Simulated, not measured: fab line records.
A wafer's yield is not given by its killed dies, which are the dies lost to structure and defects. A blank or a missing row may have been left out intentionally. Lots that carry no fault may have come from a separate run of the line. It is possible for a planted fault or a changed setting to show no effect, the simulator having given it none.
2 desks, one fault / flow gf180mcu / what lay behind the numbers comes last; until then each desk has only its own

## METROLOGY DESK
What the gauges read, lot by lot, whatever tool the lot ran on: means of the sampled wafers that have a number. The brackets show how far a lot's mean lies from the usual mean; more than 4 standard deviations puts the lot out of limits, marked OUT.
Columns: A = V3_CVD_02_THK at GF_V3_THK_MEAS_03, usual 849 nm; B = V3_OVL at GF_V3_OVL_MEAS_15, usual 3 nm
lot=L320; first seen here=day 21 22:22; A=859; B=3
lot=L321; first seen here=day 21 23:22; A=848; B=0
lot=L324; first seen here=day 23 07:42; A=848; B=3
lot=L325; first seen here=day 23 16:27; A=845; B=14
lot=L327; first seen here=day 24 10:43; A=829; B=0
lot=L328; first seen here=day 24 15:53; A=865; B=4
lot=L331; first seen here=day 25 18:08; A=846; B=1
lot=L335; first seen here=day 26 23:59; A=841; B=5
lot=L337; first seen here=day 27 08:43; A=842; B=2
lot=L338; first seen here=day 27 18:01; A=852; B=-5
lot=L340; first seen here=day 28 07:53; A=831; B=-1
lot=L341; first seen here=day 28 10:49; A=852; B=-2
lot=L342; first seen here=day 28 18:04; A=856; B=6
This desk's finding: nothing out of limits on any of the 13 lots.

## FOR THE TOOL OWNER'S DESK: cmp-02
The tool's own readings at GF_V3_CMP_26 (polishes, stops on SiO2, t overpolish 15 s, target thk 0 nm): means of the sampled wafers that have a number, for each lot that ran on this tool. The brackets show how far a lot's mean lies from the usual mean; more than 4 standard deviations puts the lot out of limits, marked OUT.
Columns: A = motor-current-A at GF_V3_CMP_26, usual 11.2 A; B = overpolish-run-s at GF_V3_CMP_26, usual 14.999 s; C = platen-rpm at GF_V3_CMP_26, usual 60.00 rpm; D = time-to-endpoint-s at GF_V3_CMP_26, usual 84.4 s
lot=L320; first seen here=day 22 23:03; A=11.1; B=14.996; C=60.02; D=84.6
lot=L325; first seen here=day 24 16:16; A=11.5; B=14.999; C=59.97; D=83.3
lot=L327; first seen here=day 25 10:08; A=10.5; B=17.528 (+99 or more) OUT; C=60.03; D=84.2
lot=L328; first seen here=day 25 15:16; A=10.5; B=17.547 (+99 or more) OUT; C=60.02; D=82.6
lot=L338; first seen here=day 28 14:36; A=11.2; B=14.995; C=59.99; D=83.5
lot=L340; first seen here=day 29 04:42; A=11.1; B=15.005; C=60.04; D=81.2
lot=L341; first seen here=day 29 08:08; A=11.4; B=14.997; C=59.97; D=82.3
lot=L342; first seen here=day 29 14:21; A=11.1; B=15.005; C=60.01; D=85.6
This desk's finding: out of limits on L327, L328; first on L327, day 25 10:08 (overpolish-run-s at GF_V3_CMP_26). Within limits: L320, L325, L338, L340, L341, L342.

## PUT TOGETHER
On L327, L328, at day 25 10:08, an alarm was possible from the tool owner's desk.
Nothing out of limits was seen by the metrology desk.
The metrology desk has L327, L328 on record, within its limits.
GF_V3_CMP_26 was run on cmp-02 by each of the lots named.

## WHAT THE SIMULATOR PUT IN
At GF_V3_CMP_26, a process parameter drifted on cmp-02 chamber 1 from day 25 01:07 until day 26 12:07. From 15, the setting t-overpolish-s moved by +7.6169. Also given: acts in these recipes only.
Lots struck among those shown: L327, L328.
Each desk's first reading out of limits, in hours after the fault started: the tool owner's desk, 9.
